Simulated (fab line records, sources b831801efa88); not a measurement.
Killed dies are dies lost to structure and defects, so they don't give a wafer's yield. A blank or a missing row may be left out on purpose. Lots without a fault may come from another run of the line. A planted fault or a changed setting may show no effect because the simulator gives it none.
Tool commonality check | flow gf180mcu | 12 lots, 42 wafers sampled

WHY IT WAS OPENED
At GF_V3_CD_MEAS_14 the reading cd_nm is flagged on 2 of 12 lots. Wafers without a fault read 260.5 nm, standard deviation 1.1.
Rule: a lot is flagged when every wafer of it that has a number lies more than 4 standard deviations from that mean, or none has a number. The other lots count as sound.

lot  | measured     | on        | cd_nm (nm), wafer by wafer          | flag
L518 | day 22 14:05 | cd_sem-01 | 259.7 261.0 259.3                   |
L522 | day 23 18:26 | cd_sem-02 | 261.3 260.6 261.0                   |
L528 | day 25 21:23 | cd_sem-01 | 260.0 260.1 261.1                   |
L529 | day 26 06:27 | cd_sem-01 | 268.2 269.9 269.2 268.4 269.8 269.3 | FLAGGED
L530 | day 26 13:29 | cd_sem-02 | 262.2 262.0 261.3                   |
L532 | day 27 05:08 | cd_sem-02 | 268.9 267.9 267.2 268.8 267.9 267.3 | FLAGGED
L535 | day 28 00:46 | cd_sem-02 | 261.1 260.2 260.1                   |
L536 | day 28 10:10 | cd_sem-02 | 259.4 260.1 258.6                   |
L537 | day 28 17:19 | cd_sem-02 | 260.3 260.8 260.2                   |
L538 | day 28 19:24 | cd_sem-02 | 259.0 261.2 258.7                   |
L539 | day 29 01:40 | cd_sem-02 | 262.1 260.5 261.6                   |
L541 | day 29 16:58 | cd_sem-02 | 261.5 259.2 261.3                   |
The numbers of the flagged lots are 268.6 nm on average: +8.1 nm against the usual, or +7 standard deviations.

WHICH TOOL RAN EACH LOT
The record holds 3 process steps before the reading, out of a route of 602 steps. In each cell: the tool, then ch and the chambers that the sampled wafers went through, then the start.
lot  | flag    | GF_M3_SPUTTER_03             | GF_V3_CVD_02                    | GF_V3_PEB_12
L518 |         | pvd_sputter-02, day 20 13:01 | pecvd-02 ch 0,1, day 21 14:16   | litho_track-02 ch 0, day 22 13:44
L522 |         | pvd_sputter-04, day 21 19:44 | pecvd-03 ch 0,2, day 22 19:44   | litho_track-04 ch 0, day 23 18:05
L528 |         | pvd_sputter-04, day 24 01:23 | pecvd-03 ch 1,2, day 25 00:16   | litho_track-02 ch 0, day 25 21:02
L529 | FLAGGED | pvd_sputter-02, day 24 10:10 | pecvd-01 ch 0,2, day 25 09:03   | litho_track-02 ch 0, day 26 06:07
L530 |         | pvd_sputter-01, day 24 17:44 | pecvd-03 ch 0,1, day 25 16:11   | litho_track-01 ch 0, day 26 13:10
L532 | FLAGGED | pvd_sputter-04, day 25 10:38 | pecvd-03 ch 0,1,2, day 26 08:25 | litho_track-02 ch 0, day 27 04:41
L535 |         | pvd_sputter-01, day 26 06:41 | pecvd-02 ch 0,1,2, day 27 04:30 | litho_track-01 ch 0, day 28 00:26
L536 |         | pvd_sputter-04, day 26 16:01 | pecvd-03 ch 0,1,2, day 27 13:54 | litho_track-01 ch 0, day 28 09:51
L537 |         | pvd_sputter-01, day 26 23:11 | pecvd-01 ch 0,1,2, day 27 20:24 | litho_track-04 ch 0, day 28 16:58
L538 |         | pvd_sputter-01, day 27 01:55 | pecvd-01 ch 0,1, day 27 23:02   | litho_track-01 ch 0, day 28 19:03
L539 |         | pvd_sputter-02, day 27 08:04 | pecvd-01 ch 0,1,2, day 28 05:32 | litho_track-01 ch 0, day 29 01:21
L541 |         | pvd_sputter-01, day 28 01:02 | pecvd-01 ch 0,2, day 28 21:38   | litho_track-04 ch 0, day 29 16:37
What these steps do:
- GF_M3_SPUTTER_03: material Ti, target thk 10 nm, time 6.7 s.
- GF_V3_CVD_02: deposits SiO2 from TEOS, target thk 850 nm, time 94.851 s.
- GF_V3_PEB_12: peb time 90 s.
- GF_V3_CD_MEAS_14: target cd 260 nm.

FLAGGED OVER TOTAL, TOOL BY TOOL (the gauges that took the reading come last)
step             | tool           | lots run | flagged | share of the flagged lots | sound lots run after its first flagged lot
GF_M3_SPUTTER_03 | pvd_sputter-01 | 5        | 0       | none                      | -
GF_M3_SPUTTER_03 | pvd_sputter-02 | 3        | 1       | some                      | 1 (L539)
GF_M3_SPUTTER_03 | pvd_sputter-04 | 4        | 1       | some                      | 1 (L536)
GF_V3_CVD_02     | pecvd-01       | 5        | 1       | some                      | 4 (L537,L538,L539,L541)
GF_V3_CVD_02     | pecvd-02       | 2        | 0       | none                      | -
GF_V3_CVD_02     | pecvd-03       | 5        | 1       | some                      | 1 (L536)
GF_V3_PEB_12     | litho_track-01 | 5        | 0       | none                      | -
GF_V3_PEB_12     | litho_track-02 | 4        | 2       | all                       | 0
GF_V3_PEB_12     | litho_track-04 | 3        | 0       | none                      | -
GF_V3_CD_MEAS_14 | cd_sem-01      | 3        | 1       | some                      | 0
GF_V3_CD_MEAS_14 | cd_sem-02      | 9        | 1       | some                      | 6 (L535,L536,L537,L538,L539,L541)

WHAT THE TABLE ALLOWS
1 row of the table ran every flagged lot: litho_track-02 at GF_V3_PEB_12.
- litho_track-02 at GF_V3_PEB_12: 2 of its 4 lots flagged. Its last sound lot is L528 (day 25 21:02), its first flagged lot L529 (day 26 06:07): a fault that began between those two fits. Its own readings lie more than 4 standard deviations out on every wafer of the flagged lots: heater_power_total_W, plate_temp_C.
One tool is left: litho_track-02 at GF_V3_PEB_12.

WHAT THE SIMULATOR HAD PUT IN
Process parameter drift: litho_track-02, from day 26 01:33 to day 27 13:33, at GF_V3_PEB_12. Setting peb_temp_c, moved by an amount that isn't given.
Lots struck among those shown: L529, L532. The rule above found the same.
